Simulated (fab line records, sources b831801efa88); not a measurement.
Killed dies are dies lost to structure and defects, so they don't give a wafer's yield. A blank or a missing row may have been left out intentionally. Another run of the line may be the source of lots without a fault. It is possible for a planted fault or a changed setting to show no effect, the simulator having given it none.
Check of tool commonality -- flow sky130 -- 12 lots and 36 wafers in the sample

## WHY THIS WAS OPENED
At SKY_VT_ADJUST_LVTN_TW_MEAS_21 the reading VT_ADJUST_LVTN_2_TW is flagged on 2 of 12 lots. No-fault wafers: 189.3, standard deviation 1.3.
Rule: a lot is flagged when every wafer of it that has a number lies more than 4 standard deviations from that mean, or none has a number. The rest of the lots are taken to be sound.

lot,measured,on,"VT_ADJUST_LVTN_2_TW, wafer by wafer",flag
L163,day 7 11:53,film-metro-01,190.4 189.5 189.8,
L165,day 9 03:08,film-metro-04,190.4 190.9 190.3,
L166,day 9 03:19,film-metro-01,188.9 188.5 189.5,
L168,day 9 17:04,film-metro-04,188.4 190.8 189.1,
L170,day 9 23:10,film-metro-02,186.7 186.5 186.5,
L172,day 10 05:20,film-metro-04,191.3 190.0 190.8,
L173,day 10 15:43,film-metro-04,192.3 190.2 190.0,
L175,day 11 05:59,film-metro-04,190.4 190.0 190.8,
L182,day 13 21:52,film-metro-02,187.2 187.1 188.1,
L183,day 13 23:20,film-metro-04,221.0 222.4 221.9,FLAGGED
L184,day 13 23:46,film-metro-01,221.6 222.8 221.0,FLAGGED
L186,day 14 11:50,film-metro-04,190.9 191.8 191.2,
The mean of the flagged lots' numbers is 221.8, +32.5 from the usual (+25 standard deviations).

## EACH LOT AND THE TOOL IT RAN ON
The record keeps 1 process step preceding the reading, out of 708 steps on the route. Each cell gives the tool, then ch followed by the chambers the sampled wafers passed through, then the start.
lot,flag,SKY_VT_ADJUST_LVTN_IMPLANT_19
L163,,"implanter-02 ch 0, day 7 11:38"
L165,,"implanter-01 ch 0, day 9 02:54"
L166,,"implanter-02 ch 0, day 9 03:04"
L168,,"implanter-01 ch 0, day 9 16:49"
L170,,"implanter-04 ch 0, day 9 22:55"
L172,,"implanter-02 ch 0, day 10 05:05"
L173,,"implanter-02 ch 0, day 10 15:28"
L175,,"implanter-01 ch 0, day 11 05:45"
L182,,"implanter-02 ch 0, day 13 21:38"
L183,FLAGGED,"implanter-01 ch 0, day 13 23:05"
L184,FLAGGED,"implanter-01 ch 0, day 13 23:31"
L186,,"implanter-02 ch 0, day 14 11:36"
These steps, and what they do:
- SKY_VT_ADJUST_LVTN_IMPLANT_19
- SKY_VT_ADJUST_LVTN_TW_MEAS_21

## FLAGGED AGAINST TOTAL, ONE TOOL AT A TIME (gauges that did the reading follow at the end)
step,tool,lots run,flagged,share of the flagged lots,sound lots run after its first flagged lot
SKY_VT_ADJUST_LVTN_IMPLANT_19,implanter-01,5,2,all,0
SKY_VT_ADJUST_LVTN_IMPLANT_19,implanter-02,6,0,none,-
SKY_VT_ADJUST_LVTN_IMPLANT_19,implanter-04,1,0,none,-
SKY_VT_ADJUST_LVTN_TW_MEAS_21,film-metro-01,3,1,some,0
SKY_VT_ADJUST_LVTN_TW_MEAS_21,film-metro-02,2,0,none,-
SKY_VT_ADJUST_LVTN_TW_MEAS_21,film-metro-04,7,1,some,1 (L186)

## WHAT THE TABLE ALLOWS
In the table, 1 row covers all flagged lots: implanter-01 at SKY_VT_ADJUST_LVTN_IMPLANT_19.
- implanter-01 at SKY_VT_ADJUST_LVTN_IMPLANT_19: 2 of its 5 lots flagged. A fault beginning between L175 (day 11 05:45), its last sound lot, and L183 (day 13 23:05), its first flagged one, fits the data. Its own readings lie more than 4 standard deviations out on every wafer of the flagged lots: dose-ions-cm2, faraday-current-uA.
Left over: one tool, implanter-01 at SKY_VT_ADJUST_LVTN_IMPLANT_19.

## WHAT THE SIMULATOR HAD INSERTED
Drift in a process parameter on implanter-01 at SKY_VT_ADJUST_LVTN_IMPLANT_19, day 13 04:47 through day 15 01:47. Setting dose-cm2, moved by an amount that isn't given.
Shown lots that were struck: L183, L184. The rule above found the same.
